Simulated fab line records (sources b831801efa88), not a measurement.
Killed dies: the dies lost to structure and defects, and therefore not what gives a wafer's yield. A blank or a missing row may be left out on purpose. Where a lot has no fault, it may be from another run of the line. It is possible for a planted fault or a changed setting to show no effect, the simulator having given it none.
Matching of chambers ; flow sfq-line ; 4 sister chambers for SFQ_TRILAYER_I4_CMP_CMP_100 on cmp-02
The step polishes SiO2. 18 wafers are shown with their chamber, then 8 later ones without.

WAFERS, EACH WITH ITS CHAMBER
wafer;chamber;motor-current-A (A);time-to-endpoint-s (s)
L472.2;3;8.0;210
L472.5;1;10.2;214
L472.6;0;10.2;213
L476.5;1;10.8;202
L476.6;2;11.5;219
L477.4;1;10.7;219
L477.3;3;8.6;195
L477.6;2;11.0;219
L483.1;3;8.1;213
L483.3;2;12.0;219
L483.4;1;10.4;217
L484.3;0;10.4;216
L484.5;3;8.8;216
L484.6;2;12.2;217
L486.3;3;8.2;218
L486.4;2;11.9;223
L486.6;2;12.1;222
L487.2;2;11.8;221

SIGNATURES (averages over the wafers above)
reading;chamber 0;chamber 1;chamber 2;chamber 3;scatter within a chamber
motor-current-A;10.300;10.525;11.786;8.340;0.353
time-to-endpoint-s;214.50;213.00;220.00;210.40;6.2
Rule: for each reading, subtract the chamber's mean from the wafer's reading, divide by that reading's scatter and square the result; add these up over the readings and take the root, which gives the wafer's distance from the chamber. If the next closest chamber is less than 2 further off than the closest, the wafer can't be placed; otherwise it belongs to the closest. The scatter: the root of (the sum of the squares of (reading less its chamber's mean) over the shown wafers, divided by (wafers less chambers)).

WAFERS WITH NO CHAMBER GIVEN
wafer;motor-current-A (A);time-to-endpoint-s (s)
L487.4;11.1;224
L487.5;11.4;219
L490.1;8.8;211
L490.2;11.3;219
L490.6;8.0;221
L492.1;11.7;211
L492.3;9.9;217
L492.5;8.4;216

WHICH CHAMBER EACH WENT THROUGH
wafer;from the rows above;in truth
L487.4;can't be placed: 2 or 1 or 0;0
L487.5;can't be placed: 2 or 1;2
L490.1;3;3
L490.2;can't be placed: 2 or 1 or 0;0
L490.6;3;3
L492.1;can't be placed: 2 or 1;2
L492.3;can't be placed: 0 or 1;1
L492.5;3;3
Correctly placed: 3 of 8. Unplaceable from these rows: 5, with the true chamber sitting among the candidates in 5. Wrongly placed: 0.
